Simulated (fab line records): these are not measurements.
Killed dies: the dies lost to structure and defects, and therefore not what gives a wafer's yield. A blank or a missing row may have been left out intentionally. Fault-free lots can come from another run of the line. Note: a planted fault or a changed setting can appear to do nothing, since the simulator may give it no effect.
The same fault as seen by 2 desks ; flow gf180mcu ; each desk has only its own numbers; what lay behind them comes last

## FOR THE TOOL OWNER'S DESK: cmp-02
The tool's own readings at GF_V5_CMP_26 (polishes, stops on SiO2, t overpolish 15 s, target thk 0 nm): means of the sampled wafers that have a number, for each lot that ran on this tool. The brackets show how far a lot's mean lies from the usual mean; more than 4 standard deviations puts the lot out of limits, marked OUT.
Columns: A = motor current A at GF_V5_CMP_26, usual 10.8 A; B = overpolish run s at GF_V5_CMP_26, usual 14.999 s; C = time to endpoint s at GF_V5_CMP_26, usual 84 s
lot;first seen here;A;B;C
L507;day 27 03:25;11.2;15.007;85
L511;day 28 11:02;10.2;15.009;87
L523;day 32 04:05;10.8;14.993;81
Finding of this desk: none of the 3 lots has anything out of limits.

## FROM THE METROLOGY DESK
What the gauges read, lot by lot, whatever tool the lot ran on: means of the sampled wafers that have a number. The brackets show how far a lot's mean lies from the usual mean; more than 4 standard deviations puts the lot out of limits, marked OUT.
Columns: A = M5_OVL at GF_M5_OVL_MEAS_08, usual -3 nm; B = V5_CVD_00_THK at GF_V5_THK_MEAS_01, usual 302 nm
lot;first seen here;A;B
L507;day 26 03:40;-5;301
L508;day 26 09:19;1;299
L509;day 27 07:50;-6;302
L510;day 27 09:07;-3;300
L511;day 27 12:20;-1;305
L513;day 28 02:28;3;300
L519;day 30 04:46;0;300
L520;day 30 13:20;0;302
L522;day 30 23:14;1;300
L523;day 31 08:40;-5;305
L525;day 31 18:16;-8;303
L529;day 32 14:58;-9;306
L530;day 32 20:49;-5;301
Finding of this desk: none of the 13 lots has anything out of limits.

## TAKEN TOGETHER
Nothing out of limits was seen by the tool owner's desk.
At the metrology desk, nothing out of limits was observed.

## WHAT THE SIMULATOR PUT IN
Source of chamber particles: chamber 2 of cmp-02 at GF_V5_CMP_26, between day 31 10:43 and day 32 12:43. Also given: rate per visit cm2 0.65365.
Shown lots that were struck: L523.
